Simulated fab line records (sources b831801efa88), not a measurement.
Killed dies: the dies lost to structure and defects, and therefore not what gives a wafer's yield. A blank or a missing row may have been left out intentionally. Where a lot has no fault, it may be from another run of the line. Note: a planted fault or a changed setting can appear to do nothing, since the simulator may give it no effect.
Comparing a struck lot with a sound one || flow sky130 || 22 out of 708 route steps
Sound: these wafers, L262.1, L262.2, L262.4. Struck: wafers L270.2, L270.4, L270.5. The cause comes at the end.
At each step with rows: each side's tool, then ch and its chambers, then its first start. Under that, the readings that differ: sound wafers || struck wafers || difference of the means || sigmas: that difference in standard deviations of wafers without a fault.
alike: readings with means less than 2 such deviations apart, plus words and numbers identical on both sides. not compared: withheld readings, readings lacking a value on some wafer, bounds such as >300 that could conceal the same value, and numbers that have no deviation in the record and whose values overlap.
A row with sigmas, a row that says differs or no value, or rows on one side alone: a step with any of these is where the two part. Numbers that have no deviation but don't overlap get no sigmas and don't part them. A reading that every wafer of one side lacks parts them only if that side has two wafers or more.

SKY_SONOS_ONO_OVL_MEAS_14:
  struck on overlay-01, day 15 18:38; sound on overlay-01, day 13 11:08
  alike: SONOS_ONO_OVL
SKY_SONOS_ONO_ETCH_15: etches the open film in CHF3/O2, target depth 19.52 nm, time 7.8 s.
  sound on rieDiel-02 ch 1,2,3, day 13 11:11; struck on rieDiel-04 ch 1,3, day 15 18:40
  alike: O2_flow_sccm, biasW, drypumpMotorCurrentA, oesProductAu, throttleValvePct
  not compared: rfHoursCounterH
then, 1 step without rows for these wafers: SKY_SONOS_ONO_WET_ETCH_16 (etches SiO2 in dHF, target depth 14 nm, time 280 s).
SKY_SONOS_ONO_STRIP_17: strips in O2/N2.
  sound on plasmaAsher-01 ch 0,1, day 13 11:17; struck on plasmaAsher-01 ch 0,1, day 15 18:46
  alike: drypumpMotorCurrentA, oesProductAu, stripTimeToEndpointS
  not compared: rfHoursCounterH
then, 3 steps without rows for these wafers: SKY_SONOS_ONO_WET_ETCH_18 (etches Si3N4 in H3PO4, target depth 15 nm, time 172 s); SKY_GATE_OXIDE_CLEAN_00 (cleans in SC1/SC2, time 150 s); SKY_GATE_OXIDE_OXIDATION_01 (stabilise 600 s, purge 300 s, target thk 10.268 nm).
SKY_GATE_OXIDE_THK_MEAS_02:
  struck on filmMetro-03, day 15 20:25; sound on filmMetro-02, day 13 14:01
  alike: GATE_OXIDE_OXIDATION_00_THK
then, 4 steps without rows for these wafers: SKY_GATE_OXIDE_DEHYDRATE_03 (time 60 s); SKY_GATE_OXIDE_HMDS_04 (prime time 60 s); SKY_GATE_OXIDE_COAT_05 (resist thk 1140 nm); SKY_GATE_OXIDE_SOFTBAKE_06 (time 60 s).
SKY_GATE_OXIDE_EXPOSE_07: exposes mask LVOM, target cd 600 nm.
  sound on ilineStepper-02 ch 0, day 14 02:51; struck on ilineStepper-02 ch 0, day 16 10:23
{"reading": "mask", "sound": "LVOM#0 LVOM#0 LVOM#0", "struck": "NWM#0 NWM#0 NWM#0", "difference": "differs", "sigmas": ""}
then, 2 steps without rows for these wafers: SKY_GATE_OXIDE_PEB_08; SKY_GATE_OXIDE_DEVELOP_09 (develop time 60 s).
SKY_GATE_OXIDE_OVL_MEAS_10:
  struck on overlay-01, day 17 00:40; sound on overlay-01, day 14 15:31
{"reading": "GATE_OXIDE_OVL (nm)", "sound": "-1.0 -0.5 -0.2", "struck": "- - -", "difference": "no value on the struck wafers", "sigmas": ""}
then, 2 steps without rows for these wafers: SKY_GATE_OXIDE_IMPLANT_11; SKY_GATE_OXIDE_WET_ETCH_12 (etches SiO2 in dHF, target depth 16.8 nm, time 336 s).
SKY_GATE_OXIDE_STRIP_13: strips in O2/N2.
  sound on plasmaAsher-02 ch 0,1, day 14 15:49; struck on plasmaAsher-03 ch 0,1, day 17 00:56
  alike: drypumpMotorCurrentA, oesProductAu, stripTimeToEndpointS
  not compared: rfHoursCounterH
SKY_GATE_OXIDE_TW_MEAS_14:
  struck on filmMetro-04, day 17 01:03; sound on filmMetro-02, day 14 15:55
{"reading": "GATE_OXIDE_TW", "sound": "229.8 230.2 229.2", "struck": "30.1 29.9 29.7", "difference": -199.8, "sigmas": -80}
then, 1 step without rows for these wafers: SKY_GATE_OXIDE_CLEAN_15 (cleans in SC1/SC2, time 150 s).
-- a jump in the record: the struck wafers' starts before and after are 31 days apart (it breaks off in module GATE_OXIDE and resumes in module PAD_OPEN, where the first step shown is number 708 of the route) --
SKY_PAD_OPEN_PROBE_99:
  record: rows for the struck wafers here (prober-01, day 48 02:41), none for the sound ones

## WHERE THEY PART
First at SKY_GATE_OXIDE_EXPOSE_07; last, within this record, at SKY_PAD_OPEN_PROBE_99.

WHY: what had been put in by the simulator
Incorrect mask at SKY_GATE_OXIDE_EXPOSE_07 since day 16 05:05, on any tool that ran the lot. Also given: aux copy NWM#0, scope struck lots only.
